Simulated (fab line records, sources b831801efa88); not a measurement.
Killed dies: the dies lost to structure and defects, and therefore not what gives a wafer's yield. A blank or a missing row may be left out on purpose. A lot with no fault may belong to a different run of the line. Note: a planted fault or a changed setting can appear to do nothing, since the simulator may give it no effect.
What tool caused it? + flow sky130 + at 1 step of a route of 708, 12 lots with 36 wafers sampled

== WHAT EACH GAUGE READ, for each wafer ==
SKY_PWDE_TW_MEAS_10.
| lot  | measured    | on           | PWDE_TW           |
|------|-------------|--------------|-------------------|
| L075 | day 4 05:47 | filmMetro-01 | 372.2 372.1 374.6 |
| L077 | day 4 19:00 | filmMetro-02 | 375.7 376.0 376.6 |
| L079 | day 5 05:01 | filmMetro-02 | 374.5 375.8 373.8 |
| L081 | day 5 16:20 | filmMetro-02 | 373.2 373.6 373.4 |
| L083 | day 6 03:06 | filmMetro-03 | 371.0 369.8 372.4 |
| L085 | day 6 14:43 | filmMetro-03 | 369.0 369.7 371.4 |
| L087 | day 6 22:44 | filmMetro-02 | 375.6 377.4 375.3 |
| L089 | day 7 14:25 | filmMetro-02 | 375.6 374.3 375.6 |
| L091 | day 8 01:07 | filmMetro-01 | 372.7 371.7 369.9 |
| L093 | day 8 09:01 | filmMetro-02 | 376.3 378.3 375.5 |
| L095 | day 9 01:57 | filmMetro-01 | 370.6 370.0 370.2 |
| L097 | day 9 05:59 | filmMetro-03 | 376.9 377.5 376.5 |

== WHICH TOOL RAN EACH LOT (tool, then ch and the chambers of the sampled wafers, then the start) ==
The record holds no process step before these readings.

== THE ANSWER, worked out from the rows above alone ==
Rule: usual is defined by the lots themselves. The widest of any qualifying gaps counts: lots, ordered by their means at a reading, are off when they make up no more than a third of the lots, leave a main group of 4 or more, and stand apart from it by 3 or more times the standard deviation of that group's means. Not used: any main group whose means are identical at the precision the tables above print for the reading. A lot without any number at a reading at which 4 lots or more have one is off too. The other lots that the step has rows for count as sound.
Across all readings shown, no lot is off: no conclusion can be drawn from this.

== WHAT WAS PUT IN BY THE SIMULATOR ==
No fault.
